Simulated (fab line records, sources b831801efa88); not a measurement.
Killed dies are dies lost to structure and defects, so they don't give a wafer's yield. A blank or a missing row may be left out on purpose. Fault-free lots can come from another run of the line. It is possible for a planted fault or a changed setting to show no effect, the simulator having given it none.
Chamber matching | flow sky130 | SKY_FIELD_ISO_ETCH_17 on rie-si-02: 4 sister chambers
The step etches Si in HBr/Cl2/O2, target depth 342 nm, time 97.7 s. 20 wafers are shown with their chamber, then 10 later ones without.

EACH WAFER AND ITS CHAMBER
wafer  | chamber | drypump-motor-current-A (A) | oes-product-au (a.u.) | throttle-valve-pct (%)
L127.1 | 2       | 5.94                        | 1.017                 | 25.647
L127.4 | 0       | 5.37                        | 1.016                 | 25.645
L127.5 | 2       | 5.93                        | 1.009                 | 25.657
L128.2 | 1       | 5.98                        | 0.990                 | 25.674
L128.3 | 2       | 5.96                        | 1.000                 | 25.647
L128.4 | 0       | 5.35                        | 0.998                 | 25.656
L131.1 | 0       | 5.38                        | 1.003                 | 25.664
L131.2 | 1       | 5.95                        | 0.984                 | 25.672
L131.5 | 3       | 6.11                        | 1.009                 | 25.665
L134.2 | 1       | 5.96                        | 1.003                 | 25.664
L134.5 | 1       | 5.96                        | 0.987                 | 25.664
L134.6 | 2       | 5.88                        | 1.009                 | 25.635
L135.1 | 2       | 5.96                        | 1.022                 | 25.633
L135.3 | 0       | 5.40                        | 1.005                 | 25.629
L135.5 | 2       | 5.96                        | 1.014                 | 25.664
L136.2 | 0       | 5.35                        | 1.014                 | 25.651
L136.3 | 3       | 6.12                        | 1.014                 | 25.644
L136.5 | 2       | 5.98                        | 1.005                 | 25.651
L145.2 | 0       | 5.36                        | 0.998                 | 25.656
L145.4 | 2       | 5.96                        | 1.001                 | 25.660

SIGNATURES (averages over the wafers above)
reading                 | chamber 0 | chamber 1 | chamber 2 | chamber 3 | scatter within a chamber
drypump-motor-current-A | 5.3683    | 5.9625    | 5.9463    | 6.1150    | 0.0237
oes-product-au          | 1.00567   | 0.99100   | 1.00962   | 1.01150   | 0.00766
throttle-valve-pct      | 25.65017  | 25.66850  | 25.64925  | 25.65450  | 0.0109
Rule: a wafer lies at a distance from a chamber equal to the root of the sum of squares, over the readings, of (its reading less the chamber's mean, divided by the reading's scatter). If the next closest chamber is less than 2 further off than the closest, the wafer can't be placed; otherwise it belongs to the closest. The scatter: take each reading less its chamber's mean, square it, sum over the shown wafers, divide by the number of wafers less the number of chambers, and take the root.

WAFERS WITH NO CHAMBER GIVEN
wafer  | drypump-motor-current-A (A) | oes-product-au (a.u.) | throttle-valve-pct (%)
L145.5 | 5.93                        | 1.007                 | 25.648
L148.2 | 5.96                        | 0.988                 | 25.673
L148.5 | 5.97                        | 0.989                 | 25.685
L148.6 | 5.91                        | 1.009                 | 25.655
L149.2 | 5.93                        | 0.998                 | 25.667
L149.3 | 6.09                        | 1.004                 | 25.656
L149.6 | 6.11                        | 1.009                 | 25.644
L150.2 | 5.37                        | 0.998                 | 25.656
L150.4 | 5.97                        | 0.993                 | 25.664
L150.5 | 5.37                        | 0.997                 | 25.651

CHAMBER TAKEN BY EACH
wafer  | from the rows above     | in truth
L145.5 | 2                       | 2
L148.2 | 1                       | 1
L148.5 | 1                       | 1
L148.6 | can't be placed: 2 or 1 | 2
L149.2 | can't be placed: 1 or 2 | 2
L149.3 | 3                       | 3
L149.6 | 3                       | 3
L150.2 | 0                       | 0
L150.4 | 1                       | 1
L150.5 | 0                       | 0
Correct placement for 8 of the 10. From these rows, 2 cannot be placed; in 2 the true chamber is one of the candidates. Wrongly placed: 0.
